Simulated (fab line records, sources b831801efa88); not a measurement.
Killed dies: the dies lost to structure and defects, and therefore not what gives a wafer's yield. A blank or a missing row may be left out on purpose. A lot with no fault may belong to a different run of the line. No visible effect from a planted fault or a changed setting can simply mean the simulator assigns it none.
Matching of chambers :: flow sky130 :: 3 sister chambers for SKY_CAPM_CVD_00 on pecvd-01
The step deposits SiO2, target thk 15.5 nm. 3 wafers are shown with their chamber, then 10 later ones without.

WAFERS PAIRED WITH THEIR CHAMBERS
wafer: L082.5
chamber: 2
heaterPowerW (W): 711

wafer: L085.4
chamber: 0
heaterPowerW (W): 681

wafer: L088.4
chamber: 1
heaterPowerW (W): 804

WAFERS WHOSE CHAMBER IS MISSING
wafer: L088.5
heaterPowerW (W): 561

wafer: L089.4
heaterPowerW (W): 704

wafer: L089.5
heaterPowerW (W): 673

wafer: L089.6
heaterPowerW (W): 671

wafer: L095.3
heaterPowerW (W): 746

wafer: L095.4
heaterPowerW (W): 647

wafer: L095.5
heaterPowerW (W): 744

wafer: L097.1
heaterPowerW (W): 809

wafer: L097.3
heaterPowerW (W): 657

wafer: L097.4
heaterPowerW (W): 647

WHICH CHAMBER EACH WENT THROUGH
wafer: L088.5
from the rows above: can't be placed: 0 or 2
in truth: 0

wafer: L089.4
from the rows above: can't be placed: 2 or 0
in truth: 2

wafer: L089.5
from the rows above: can't be placed: 0 or 2
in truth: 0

wafer: L089.6
from the rows above: can't be placed: 0 or 2
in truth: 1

wafer: L095.3
from the rows above: can't be placed: 2 or 1 or 0
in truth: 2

wafer: L095.4
from the rows above: can't be placed: 0 or 2
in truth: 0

wafer: L095.5
from the rows above: can't be placed: 2 or 1 or 0
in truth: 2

wafer: L097.1
from the rows above: 1
in truth: 1

wafer: L097.3
from the rows above: can't be placed: 0 or 2
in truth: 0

wafer: L097.4
from the rows above: can't be placed: 0 or 2
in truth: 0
Correctly placed: 1 of 10. These rows do not allow placing 9 (true chamber among the candidates in 8). 0 placed wrongly.
How it was worked out, from the rows above alone: a wafer's distance from a chamber is the root of the sum, over the readings, of the square of ((its reading less the chamber's mean) divided by the reading's scatter). The wafer belongs to the nearest chamber; if the next one is less than 2 further off, it can't be placed. The mean given for a chamber averages the wafers shown for that chamber. The scatter (one wafer shown for each chamber): square how far every hidden wafer sits from the nearest shown wafer, average those squares and take the square root.
